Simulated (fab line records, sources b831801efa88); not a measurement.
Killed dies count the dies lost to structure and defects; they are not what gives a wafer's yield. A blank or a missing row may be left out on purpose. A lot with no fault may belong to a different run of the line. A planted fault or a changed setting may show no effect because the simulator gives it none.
Which tool is to blame? + flow sky130 + Sampling: 24 lots, 72 wafers, 6 of 708 route steps

== WHAT THE GAUGES SHOWED, per wafer ==
SKY_METAL4_OVL_MEAS_14.
| lot  | measured     | on         | METAL4_OVL (nm) |
|------|--------------|------------|-----------------|
| L074 | day 42 03:37 | overlay-02 | 0 4 6           |
| L075 | day 42 07:47 | overlay-02 | 0 -1 -3         |
| L076 | day 42 12:41 | overlay-01 | -4 2 -10        |
| L077 | day 43 01:13 | overlay-02 | -5 11 10        |
| L078 | day 43 02:59 | overlay-02 | 4 5 11          |
| L079 | day 43 10:13 | overlay-01 | 8 3 0           |
| L080 | day 43 20:41 | overlay-01 | -1 -10 -5       |
| L081 | day 44 03:41 | overlay-01 | -5 -2 11        |
| L082 | day 44 05:16 | overlay-02 | 1 2 8           |
| L083 | day 44 09:07 | overlay-01 | 5 3 0           |
| L084 | day 45 00:00 | overlay-01 | -1 3 3          |
| L085 | day 45 02:02 | overlay-02 | -8 5 -7         |
| L086 | day 45 09:34 | overlay-02 | 1 -2 -1         |
| L087 | day 45 17:52 | overlay-01 | 2 0 0           |
| L088 | day 45 22:13 | overlay-01 | -11 -11 -7      |
| L089 | day 46 03:17 | overlay-01 | -5 -1 -7        |
| L090 | day 46 09:50 | overlay-02 | -6 -6 -4        |
| L091 | day 46 15:55 | overlay-01 | 7 9 14          |
| L092 | day 46 20:58 | overlay-02 | -6 2 5          |
| L093 | day 47 04:18 | overlay-02 | 9 -7 -1         |
| L094 | day 47 04:39 | overlay-02 | -3 -5 -1        |
| L095 | day 47 10:47 | overlay-01 | -6 -17 -2       |
| L096 | day 47 16:36 | overlay-02 | 3 15 6          |
| L097 | day 48 00:28 | overlay-02 | 0 -3 -7         |

== WHICH TOOL RAN EACH LOT (tool, then ch and the chambers of the sampled wafers, then the start) ==
| lot  | SKY_METAL2_ETCH_18                | SKY_VIA3_SPUTTER_20          | SKY_CAP2M_CVD_00                | SKY_CAP2M_SPUTTER_02         | SKY_CAP2M_STRIP_14                   |
|------|-----------------------------------|------------------------------|---------------------------------|------------------------------|--------------------------------------|
| L074 | rie metal-04 ch 0,1, day 35 10:20 | pvd sputter-01, day 40 00:58 | pecvd-02 ch 0,1,2, day 40 01:47 | pvd sputter-03, day 40 01:52 | plasma asher-03 ch 0,1, day 41 02:50 |
| L075 | rie metal-04 ch 0,1, day 35 14:53 | pvd sputter-03, day 40 05:39 | pecvd-01 ch 1,2, day 40 06:28   | pvd sputter-03, day 40 06:33 | plasma asher-01 ch 0,1, day 41 07:07 |
| L076 | rie metal-03 ch 0,1, day 35 20:43 | pvd sputter-01, day 40 10:58 | pecvd-03 ch 0,1,2, day 40 11:47 | pvd sputter-01, day 40 11:52 | plasma asher-02 ch 0,1, day 41 11:48 |
| L077 | rie metal-04 ch 0,1, day 36 10:05 | pvd sputter-01, day 40 23:32 | pecvd-01 ch 0,1, day 41 00:21   | pvd sputter-04, day 41 00:26 | plasma asher-01 ch 0,1, day 42 00:50 |
| L078 | rie metal-01 ch 0,1, day 36 14:25 | pvd sputter-01, day 41 02:10 | pecvd-02 ch 1,2, day 41 02:59   | pvd sputter-04, day 41 03:04 | plasma asher-03 ch 0,1, day 42 03:23 |
| L079 | rie metal-03 ch 0, day 36 22:38   | pvd sputter-01, day 41 09:27 | pecvd-02 ch 0,2, day 41 10:19   | pvd sputter-01, day 41 10:24 | plasma asher-03 ch 0,1, day 42 10:21 |
| L080 | rie metal-01 ch 0,1, day 37 10:11 | pvd sputter-02, day 41 20:32 | pecvd-03 ch 0,1,2, day 41 21:22 | pvd sputter-03, day 41 21:26 | plasma asher-03 ch 0,1, day 42 21:04 |
| L081 | rie metal-01 ch 0,1, day 37 17:58 | pvd sputter-01, day 42 03:49 | pecvd-02 ch 0,2, day 42 04:38   | pvd sputter-03, day 42 04:43 | plasma asher-03 ch 0,1, day 43 04:02 |
| L082 | rie metal-03 ch 0,1, day 37 19:47 | pvd sputter-01, day 42 05:43 | pecvd-01 ch 0,1,2, day 42 06:31 | pvd sputter-01, day 42 06:37 | plasma asher-03 ch 0,1, day 43 06:25 |
| L083 | rie metal-01 ch 0,1, day 37 23:56 | pvd sputter-03, day 42 09:24 | pecvd-03 ch 1,2, day 42 10:13   | pvd sputter-04, day 42 10:18 | plasma asher-01 ch 0,1, day 43 09:34 |
| L084 | rie metal-04 ch 0,1, day 38 19:11 | pvd sputter-03, day 43 01:38 | pecvd-01 ch 0,1, day 43 02:28   | pvd sputter-04, day 43 02:32 | plasma asher-01 ch 0,1, day 44 01:34 |
| L085 | rie metal-03 ch 0,1, day 38 20:38 | pvd sputter-02, day 43 03:18 | pecvd-03 ch 0, day 43 04:07     | pvd sputter-03, day 43 04:13 | plasma asher-01 ch 1, day 44 03:11   |
| L086 | rie metal-04 ch 1, day 39 04:02   | pvd sputter-02, day 43 11:23 | pecvd-01 ch 0,1,2, day 43 12:13 | pvd sputter-04, day 43 12:17 | plasma asher-03 ch 0,1, day 44 10:53 |
| L087 | rie metal-04 ch 1, day 39 15:14   | pvd sputter-02, day 43 20:52 | pecvd-01 ch 0,1, day 43 21:41   | pvd sputter-04, day 43 21:46 | plasma asher-01 ch 0, day 44 19:28   |
| L088 | rie metal-04 ch 0,1, day 39 19:52 | pvd sputter-02, day 44 01:30 | pecvd-02 ch 0,1, day 44 02:19   | pvd sputter-04, day 44 02:25 | plasma asher-01 ch 1, day 45 00:13   |
| L089 | rie metal-01 ch 0,1, day 40 02:41 | pvd sputter-02, day 44 05:51 | pecvd-03 ch 0,1,2, day 44 06:41 | pvd sputter-01, day 44 06:45 | plasma asher-03 ch 0,1, day 45 05:01 |
| L090 | rie metal-01 ch 0,1, day 40 09:08 | pvd sputter-03, day 44 12:37 | pecvd-02 ch 0,2, day 44 13:26   | pvd sputter-04, day 44 13:31 | plasma asher-03 ch 1, day 45 11:38   |
| L091 | rie metal-04 ch 0,1, day 40 15:13 | pvd sputter-02, day 44 18:58 | pecvd-01 ch 0,1, day 44 19:47   | pvd sputter-04, day 44 19:52 | plasma asher-01 ch 0,1, day 45 18:07 |
| L092 | rie metal-01 ch 0,1, day 40 23:56 | pvd sputter-02, day 45 01:46 | pecvd-02 ch 1,2, day 45 02:34   | pvd sputter-03, day 45 02:40 | plasma asher-03 ch 0,1, day 46 00:38 |
| L093 | rie metal-01 ch 0,1, day 41 06:58 | pvd sputter-01, day 45 08:37 | pecvd-01 ch 0,1,2, day 45 09:34 | pvd sputter-04, day 45 09:39 | plasma asher-01 ch 0,1, day 46 07:24 |
| L094 | rie metal-01 ch 0,1, day 41 07:37 | pvd sputter-02, day 45 09:22 | pecvd-02 ch 0,1,2, day 45 10:19 | pvd sputter-01, day 45 10:23 | plasma asher-03 ch 0, day 46 07:40   |
| L095 | rie metal-03 ch 0,1, day 41 14:07 | pvd sputter-01, day 45 15:50 | pecvd-02 ch 0,1,2, day 45 16:39 | pvd sputter-03, day 45 16:44 | plasma asher-01 ch 0,1, day 46 13:50 |
| L096 | rie metal-04 ch 0,1, day 41 21:52 | pvd sputter-02, day 45 21:46 | pecvd-01 ch 1,2, day 45 22:34   | pvd sputter-03, day 45 22:40 | plasma asher-01 ch 0,1, day 46 19:40 |
| L097 | rie metal-01 ch 0,1, day 42 05:24 | pvd sputter-01, day 46 06:48 | pecvd-01 ch 0,2, day 46 07:54   | pvd sputter-03, day 46 07:59 | plasma asher-03 ch 0,1, day 47 04:22 |
- SKY_METAL2_ETCH_18: etches BARC in N2/H2, stops on SiO2, time 45.9 s, target depth 60 nm.
- SKY_VIA3_SPUTTER_20: material TiN, target thk 20 nm, time 80 s.
- SKY_CAP2M_CVD_00: deposits SiO2, target thk 15.5 nm.
- SKY_CAP2M_SPUTTER_02: material TiN, target thk 200 nm, time 166.7 s.
- SKY_CAP2M_STRIP_14: strips in O2/N2.

== AS READ BY THE TOOLS THEMSELVES (means over the sampled wafers that have a number; for cases with no such wafer, the mark the record gives instead) ==
SKY_METAL2_ETCH_18.
| lot  | tool         | drypump motor current A (A) | h2 flow sccm (sccm) | oes product au (a.u.) | throttle valve pct (%) |
|------|--------------|-----------------------------|---------------------|-----------------------|------------------------|
| L074 | rie metal-04 | 6.0                         | 199.7               | 0.855                 | 13.221                 |
| L075 | rie metal-04 | 6.1                         | 199.9               | 0.854                 | 13.224                 |
| L076 | rie metal-03 | 5.5                         | 199.3               | 0.851                 | 13.225                 |
| L077 | rie metal-04 | 6.1                         | 200.1               | 0.858                 | 13.221                 |
| L078 | rie metal-01 | 5.8                         | 200.1               | 0.854                 | 13.219                 |
| L079 | rie metal-03 | 5.4                         | 200.3               | 0.856                 | 13.225                 |
| L080 | rie metal-01 | 5.8                         | 199.9               | 0.857                 | 13.216                 |
| L081 | rie metal-01 | 5.7                         | 200.5               | 0.853                 | 13.226                 |
| L082 | rie metal-03 | 5.7                         | 199.3               | 0.852                 | 13.216                 |
| L083 | rie metal-01 | 5.6                         | 199.9               | 0.854                 | 13.221                 |
| L084 | rie metal-04 | 6.1                         | 199.4               | 0.857                 | 13.223                 |
| L085 | rie metal-03 | 5.5                         | 200.1               | 0.855                 | 13.217                 |
| L086 | rie metal-04 | 5.8                         | 200.3               | 0.852                 | 13.230                 |
| L087 | rie metal-04 | 5.8                         | 201.0               | 0.859                 | 13.218                 |
| L088 | rie metal-04 | 6.0                         | 200.2               | 0.857                 | 13.211                 |
| L089 | rie metal-01 | 5.6                         | 200.0               | 0.859                 | 13.220                 |
| L090 | rie metal-01 | 5.6                         | 200.3               | 0.851                 | 13.236                 |
| L091 | rie metal-04 | 6.0                         | 199.8               | 0.849                 | 13.209                 |
| L092 | rie metal-01 | 5.8                         | 200.0               | 0.855                 | 13.223                 |
| L093 | rie metal-01 | 5.7                         | 200.2               | 0.857                 | 13.221                 |
| L094 | rie metal-01 | 5.6                         | 199.9               | 0.854                 | 13.215                 |
| L095 | rie metal-03 | 5.7                         | 200.4               | 0.856                 | 13.212                 |
| L096 | rie metal-04 | 6.1                         | 200.0               | 0.856                 | 13.222                 |
| L097 | rie metal-01 | 5.6                         | 199.6               | 0.853                 | 13.232                 |

SKY_VIA3_SPUTTER_20.
| lot  | tool           | throttle valve pct (%) |
|------|----------------|------------------------|
| L074 | pvd sputter-01 | 29.5                   |
| L075 | pvd sputter-03 | 30.0                   |
| L076 | pvd sputter-01 | 30.0                   |
| L077 | pvd sputter-01 | 29.5                   |
| L078 | pvd sputter-01 | 29.6                   |
| L079 | pvd sputter-01 | 29.6                   |
| L080 | pvd sputter-02 | 30.7                   |
| L081 | pvd sputter-01 | 30.0                   |
| L082 | pvd sputter-01 | 29.6                   |
| L083 | pvd sputter-03 | 29.3                   |
| L084 | pvd sputter-03 | 29.4                   |
| L085 | pvd sputter-02 | 30.6                   |
| L086 | pvd sputter-02 | 30.7                   |
| L087 | pvd sputter-02 | 30.6                   |
| L088 | pvd sputter-02 | 30.8                   |
| L089 | pvd sputter-02 | 31.0                   |
| L090 | pvd sputter-03 | 30.1                   |
| L091 | pvd sputter-02 | 30.8                   |
| L092 | pvd sputter-02 | 31.0                   |
| L093 | pvd sputter-01 | 30.0                   |
| L094 | pvd sputter-02 | 31.1                   |
| L095 | pvd sputter-01 | 29.9                   |
| L096 | pvd sputter-02 | 30.9                   |
| L097 | pvd sputter-01 | 29.9                   |

SKY_CAP2M_CVD_00.
| lot  | tool     | heater power w (W) |
|------|----------|--------------------|
| L074 | pecvd-02 | 741                |
| L075 | pecvd-01 | 785                |
| L076 | pecvd-03 | 752                |
| L077 | pecvd-01 | 751                |
| L078 | pecvd-02 | 772                |
| L079 | pecvd-02 | 740                |
| L080 | pecvd-03 | 763                |
| L081 | pecvd-02 | 639                |
| L082 | pecvd-01 | 836                |
| L083 | pecvd-03 | 802                |
| L084 | pecvd-01 | 864                |
| L085 | pecvd-03 | 758                |
| L086 | pecvd-01 | 764                |
| L087 | pecvd-01 | 855                |
| L088 | pecvd-02 | 695                |
| L089 | pecvd-03 | 774                |
| L090 | pecvd-02 | 709                |
| L091 | pecvd-01 | 839                |
| L092 | pecvd-02 | 774                |
| L093 | pecvd-01 | 773                |
| L094 | pecvd-02 | 725                |
| L095 | pecvd-02 | 692                |
| L096 | pecvd-01 | 659                |
| L097 | pecvd-01 | 878                |

SKY_CAP2M_SPUTTER_02.
| lot  | tool           | throttle valve pct (%) |
|------|----------------|------------------------|
| L074 | pvd sputter-03 | 29.3                   |
| L075 | pvd sputter-03 | 29.9                   |
| L076 | pvd sputter-01 | 29.5                   |
| L077 | pvd sputter-04 | 29.1                   |
| L078 | pvd sputter-04 | 29.5                   |
| L079 | pvd sputter-01 | 29.6                   |
| L080 | pvd sputter-03 | 29.2                   |
| L081 | pvd sputter-03 | 29.4                   |
| L082 | pvd sputter-01 | 29.6                   |
| L083 | pvd sputter-04 | 29.8                   |
| L084 | pvd sputter-04 | 29.1                   |
| L085 | pvd sputter-03 | 29.5                   |
| L086 | pvd sputter-04 | 29.5                   |
| L087 | pvd sputter-04 | 29.7                   |
| L088 | pvd sputter-04 | 29.9                   |
| L089 | pvd sputter-01 | 29.7                   |
| L090 | pvd sputter-04 | 28.9                   |
| L091 | pvd sputter-04 | 29.2                   |
| L092 | pvd sputter-03 | 30.0                   |
| L093 | pvd sputter-04 | 29.2                   |
| L094 | pvd sputter-01 | 30.1                   |
| L095 | pvd sputter-03 | 29.2                   |
| L096 | pvd sputter-03 | 29.8                   |
| L097 | pvd sputter-03 | 30.1                   |

SKY_CAP2M_STRIP_14.
| lot  | tool            | drypump motor current A (A) | oes product au (a.u.) | strip time to endpoint s (s) |
|------|-----------------|-----------------------------|-----------------------|------------------------------|
| L074 | plasma asher-03 | 5.93                        | 0.710                 | 12.62                        |
| L075 | plasma asher-01 | 5.84                        | 0.709                 | 12.70                        |
| L076 | plasma asher-02 | 5.93                        | 0.716                 | 12.66                        |
| L077 | plasma asher-01 | 5.83                        | 0.712                 | 12.77                        |
| L078 | plasma asher-03 | 5.94                        | 0.710                 | 12.55                        |
| L079 | plasma asher-03 | 5.93                        | 0.708                 | 12.63                        |
| L080 | plasma asher-03 | 5.90                        | 0.709                 | 12.70                        |
| L081 | plasma asher-03 | 5.90                        | 0.711                 | 12.63                        |
| L082 | plasma asher-03 | 5.91                        | 0.709                 | 12.66                        |
| L083 | plasma asher-01 | 5.82                        | 0.713                 | 12.64                        |
| L084 | plasma asher-01 | 5.84                        | 0.710                 | 12.58                        |
| L085 | plasma asher-01 | 5.80                        | 0.709                 | 12.62                        |
| L086 | plasma asher-03 | 5.89                        | 0.707                 | 12.62                        |
| L087 | plasma asher-01 | 5.88                        | 0.707                 | 12.60                        |
| L088 | plasma asher-01 | 5.81                        | 0.715                 | 12.70                        |
| L089 | plasma asher-03 | 5.94                        | 0.709                 | 12.68                        |
| L090 | plasma asher-03 | 5.85                        | 0.710                 | 12.71                        |
| L091 | plasma asher-01 | 5.85                        | 0.712                 | 12.70                        |
| L092 | plasma asher-03 | 5.93                        | 0.709                 | 12.60                        |
| L093 | plasma asher-01 | 5.83                        | 0.710                 | 12.61                        |
| L094 | plasma asher-03 | 5.98                        | 0.710                 | 12.68                        |
| L095 | plasma asher-01 | 5.86                        | 0.713                 | 12.63                        |
| L096 | plasma asher-01 | 5.84                        | 0.707                 | 12.69                        |
| L097 | plasma asher-03 | 5.94                        | 0.713                 | 12.71                        |

== THE ANSWER, worked out from the rows above alone ==
Rule: what is usual is taken from the lots themselves. The widest of any qualifying gaps counts: lots, ordered by their means at a reading, are off when they make up no more than a third of the lots, leave a main group of 4 or more, and stand apart from it by 3 or more times the standard deviation of that group's means. The tables above print the reading to a certain number of digits; a main group whose means all agree to those digits is not used. A lot without any number at a reading at which 4 lots or more have one is off too. Where the step has rows for the other lots, those lots are counted as sound. After the gauges, taken in route order, come the tools' own readings; for these a lot's mean is taken, as printed above. At the first step where some lot is off, the reading lying furthest off is the one used; lots without a number count as furthest.
No lot is off at any reading shown: from this, nothing can be told.

== WHAT WAS PUT IN BY THE SIMULATOR ==
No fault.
